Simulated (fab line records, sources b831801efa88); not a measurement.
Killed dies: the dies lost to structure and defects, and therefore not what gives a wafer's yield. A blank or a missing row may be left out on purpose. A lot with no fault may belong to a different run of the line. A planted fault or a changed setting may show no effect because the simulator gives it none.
Problem report, 8D (eight disciplines) form, completed by code	flow gf180mcu	the parts of the form that need people (team, actions taken, sign-off) are left out

== 1. THE PROBLEM ==
V4_W_RS at GF_V4_RS_MEAS_24 reads a mean of 0.868 ohm/sq on 1 wafer of 1 lot; wafers without a fault read 0.326 ohm/sq with a standard deviation of 0.0057. Relative to the usual mean, that is a shift of +95 standard deviations.
The step: measures by four-point-probe.
First observed at day 28 11:58: wafer L276.3, on filmMetro-01. Wafers with a number at this step in the record: 33, from 11 lots. By rule, "out" or "out of limits" means more than 4 standard deviations away from the usual mean. Any other wafer with a number is counted as sound.

== 2. WHAT IT IS AND WHAT IT IS NOT ==
question	is	is not
which readings at this step	V4_W_RS	-
which lots	L276	L264, L265, L266, L267, L270, L271, L279, L280, L282, L285
which wafers of those lots	L276.3	L276.1, L276.4
read on which gauges	filmMetro-01	filmMetro-03, filmMetro-04
when	from day 28 11:58	up to then (20 sound wafers); but 12 sound wafers of L279, L280, L282, L285 came after

== 3. SUSPECTS, AND WHAT RULES EACH OUT ==
Counting: a tool at a process step up to the reading stays a suspect if it ran every lot that is out. Sound lots after the first of them don't rule it out here, since some wafers of a struck lot are sound.
- ruled out: the gauge at GF_V4_RS_MEAS_24. All the wafers that are out were read on filmMetro-01, but those of them that GF_V4_CMP_26 has rows for are out there too, on other tools.
- cvdW-02 at GF_V3_CVD_23 (deposits W, target thk 350 nm, time 104.9 s): kept. It ran the lot that is out, L276 (day 26 15:46); its last sound lot up to then is L271 (day 24 23:17).
- cvdW-01 at GF_V4_CVD_23 (deposits W, target thk 350 nm, time 104.9 s): kept. It ran the lot that is out, L276 (day 28 11:52); its last sound lot up to then is L271 (day 26 19:11).
- Within cvdW-01 at GF_V4_CVD_23, the wafers that are out were processed in chamber 1 and their sound lot-mates in chamber 0.
Left after counting: cvdW-02 at GF_V3_CVD_23, cvdW-01 at GF_V4_CVD_23.

== 4. THE CAUSE (what the simulator had put in) ==
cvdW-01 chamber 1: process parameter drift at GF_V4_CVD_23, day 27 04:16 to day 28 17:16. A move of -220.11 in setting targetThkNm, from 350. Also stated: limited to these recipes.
2 suspects survive the count, and this tool is in that group.

== 5. SEQUENCE OF EFFECTS, ordered by route ==
Each row: a reading whose mean over the struck wafers that have a number lies more than 3 standard deviations from the usual. Only readings for which the record gives a usual standard deviation are gone through. hours: the time from each lot's start at the first step in this table that gives one to its start at this step, as a median over the lots. sigmas: the change in usual standard deviations.
hours	step	reading	usual	on struck wafers	change	sigmas
0	GF_V4_RS_MEAS_24	V4_W_RS	0.326 ohm/sq	0.868	+0.542	+95
0	GF_V4_THK_MEAS_25	V4_W_THK	349 nm	133	-216	-34
0	GF_V4_CMP_26	timeToEndpointS	84 s	32	-52	-16
Here are the process steps it includes:
- GF_V4_CMP_26: polishes, stops on SiO2, t overpolish 15 s, target thk 0 nm.

== 6. WHAT WOULD HAVE CAUGHT IT SOONER ==
Counted from the fault's start at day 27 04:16, it took 32 hours until the first out-of-limits reading at a measuring or inspecting step in this record, taken at day 28 11:58.
An alarm limit of 4 standard deviations would not have fired on the tool readings at GF_V4_CVD_23 for which the record gives a usual standard deviation, since none of them was out on any struck wafer.
By day 28 11:58, every lot that is out (1) had started GF_V4_CVD_23 on cvdW-01. Holding the tool at that point would not have protected any of them.
